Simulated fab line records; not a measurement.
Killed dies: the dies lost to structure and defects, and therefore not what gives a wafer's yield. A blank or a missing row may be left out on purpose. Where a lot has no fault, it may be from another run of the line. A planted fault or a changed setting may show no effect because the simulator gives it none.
Split-lot study :: flow sky130 :: 5 lots, 23 wafers read, on a route of 708 steps

== SPLIT DETAILS ==
At SKY_POLY_CUT_DEVELOP_07 (develop time 60 s), the setting dev temp c was moved away from the recipe's 21 C on 9 of the 23 wafers read, by -15.8% to +13.8%. The other wafers ran this setting at the recipe's value.

Between the split and the reading, the file records no step.

== THE READING ==
cd nm, in nm, at SKY_POLY_CUT_CD_MEAS_08 (target cd 270 nm). A value of 269.3 nm with a standard deviation of 1.1 nm is what fault-free wafers of this fab line usually give.

wafer: L074.1
tool, chamber at the split: litho track-04, 0
dev temp c as run, C: 21
against the recipe: recipe
cd nm, nm: 267.6
against lot-mates on the recipe: -

wafer: L074.2
tool, chamber at the split: litho track-04, 0
dev temp c as run, C: 21
against the recipe: recipe
cd nm, nm: 268.8
against lot-mates on the recipe: -

wafer: L074.6
tool, chamber at the split: litho track-04, 0
dev temp c as run, C: 21
against the recipe: recipe
cd nm, nm: 268.5
against lot-mates on the recipe: -

wafer: L080.2
tool, chamber at the split: litho track-03, 0
dev temp c as run, C: 23.9
against the recipe: +13.8%
cd nm, nm: 273.8
against lot-mates on the recipe: +2.5

wafer: L080.3
tool, chamber at the split: litho track-03, 0
dev temp c as run, C: 21
against the recipe: recipe
cd nm, nm: 270.5
against lot-mates on the recipe: -

wafer: L080.4
tool, chamber at the split: litho track-03, 0
dev temp c as run, C: 21
against the recipe: recipe
cd nm, nm: 272.2
against lot-mates on the recipe: -

wafer: L080.5
tool, chamber at the split: litho track-03, 0
dev temp c as run, C: 21
against the recipe: recipe
cd nm, nm: 271.1
against lot-mates on the recipe: -

wafer: L080.6
tool, chamber at the split: litho track-03, 0
dev temp c as run, C: 23.9
against the recipe: +13.8%
cd nm, nm: 273.0
against lot-mates on the recipe: +1.7

wafer: L081.1
tool, chamber at the split: litho track-02, 0
dev temp c as run, C: 21
against the recipe: recipe
cd nm, nm: 270.0
against lot-mates on the recipe: -

wafer: L081.2
tool, chamber at the split: litho track-02, 0
dev temp c as run, C: 17.68
against the recipe: -15.8%
cd nm, nm: 266.3
against lot-mates on the recipe: -3.7

wafer: L081.4
tool, chamber at the split: litho track-02, 0
dev temp c as run, C: 17.68
against the recipe: -15.8%
cd nm, nm: 267.3
against lot-mates on the recipe: -2.7

wafer: L081.5
tool, chamber at the split: litho track-02, 0
dev temp c as run, C: 21
against the recipe: recipe
cd nm, nm: 270.7
against lot-mates on the recipe: -

wafer: L081.6
tool, chamber at the split: litho track-02, 0
dev temp c as run, C: 21
against the recipe: recipe
cd nm, nm: 269.3
against lot-mates on the recipe: -

wafer: L082.1
tool, chamber at the split: litho track-04, 0
dev temp c as run, C: 22.75
against the recipe: +8.3%
cd nm, nm: 270.6
against lot-mates on the recipe: +1.3

wafer: L082.3
tool, chamber at the split: litho track-04, 0
dev temp c as run, C: 21
against the recipe: recipe
cd nm, nm: 269.1
against lot-mates on the recipe: -

wafer: L082.4
tool, chamber at the split: litho track-04, 0
dev temp c as run, C: 21
against the recipe: recipe
cd nm, nm: 269.0
against lot-mates on the recipe: -

wafer: L082.5
tool, chamber at the split: litho track-04, 0
dev temp c as run, C: 22.75
against the recipe: +8.3%
cd nm, nm: 270.6
against lot-mates on the recipe: +1.3

wafer: L082.6
tool, chamber at the split: litho track-04, 0
dev temp c as run, C: 21
against the recipe: recipe
cd nm, nm: 269.9
against lot-mates on the recipe: -

wafer: L085.1
tool, chamber at the split: litho track-02, 0
dev temp c as run, C: 21
against the recipe: recipe
cd nm, nm: 270.9
against lot-mates on the recipe: -

wafer: L085.2
tool, chamber at the split: litho track-02, 0
dev temp c as run, C: 19.65
against the recipe: -6.4%
cd nm, nm: 268.3
against lot-mates on the recipe: -1.9

wafer: L085.3
tool, chamber at the split: litho track-02, 0
dev temp c as run, C: 19.65
against the recipe: -6.4%
cd nm, nm: 268.4
against lot-mates on the recipe: -1.8

wafer: L085.5
tool, chamber at the split: litho track-02, 0
dev temp c as run, C: 21
against the recipe: recipe
cd nm, nm: 269.5
against lot-mates on the recipe: -

wafer: L085.6
tool, chamber at the split: litho track-02, 0
dev temp c as run, C: 19.65
against the recipe: -6.4%
cd nm, nm: 268.6
against lot-mates on the recipe: -1.6

FIT RESULTS
A straight line over all 23 wafers: cd nm changes by +0.204 nm for each +1% of dev temp c; r = +0.82; the points scatter about the line by 1 nm.
The same after taking each lot's own level away (the mean of its wafers on the recipe; 23 wafers): +0.187 nm for each +1%; r = +0.93; scatter 0.56 nm.
The reading moves by 3 nm for the largest change in dev temp c, on that fit.
The lots' own levels span 268.30 to 271.27 nm, that is 2.7 times the standard deviation above.
The two slopes are in agreement: the lot-to-lot level therefore moves the slope only a little.
Check: with one of the wafers moved furthest among these (-15.8%) left out of the fit, the line predicts -2.92 nm for it against its lot-mates. Against them it came out at -3.7 nm.

== THESE WAFERS: OTHER SPLITS ==
Before the reading, these wafers also passed through other splits. Each is held against what the fit with the lots' levels taken away leaves over:
other split on the same wafers: SKY_GATE_OXIDE_SOFTBAKE_06 time s
wafers away from the commonest value: 9
r with cd nm (lot level and that fit taken away): +0.16

other split on the same wafers: SKY_POLY_GATE_COAT_08 spin rpm
wafers away from the commonest value: 10
r with cd nm (lot level and that fit taken away): +0.15

other split on the same wafers: SKY_POLY_GATE_ETCH_15 source w
wafers away from the commonest value: 11
r with cd nm (lot level and that fit taken away): +0.13

other split on the same wafers: SKY_LDD_N_IMPLANT_13 energy kev
wafers away from the commonest value: 10
r with cd nm (lot level and that fit taken away): -0.12

other split on the same wafers: SKY_LDD_P_IMPLANT_09 dose cm2
wafers away from the commonest value: 6
r with cd nm (lot level and that fit taken away): -0.23

other split on the same wafers: SKY_LDD_HVN_IMPLANT_08 dose cm2
wafers away from the commonest value: 11
r with cd nm (lot level and that fit taken away): +0.01

== THE FILE'S OWN FIT ==
cd nm changes by +0.185 nm for each +1% of dev temp c, r = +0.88.
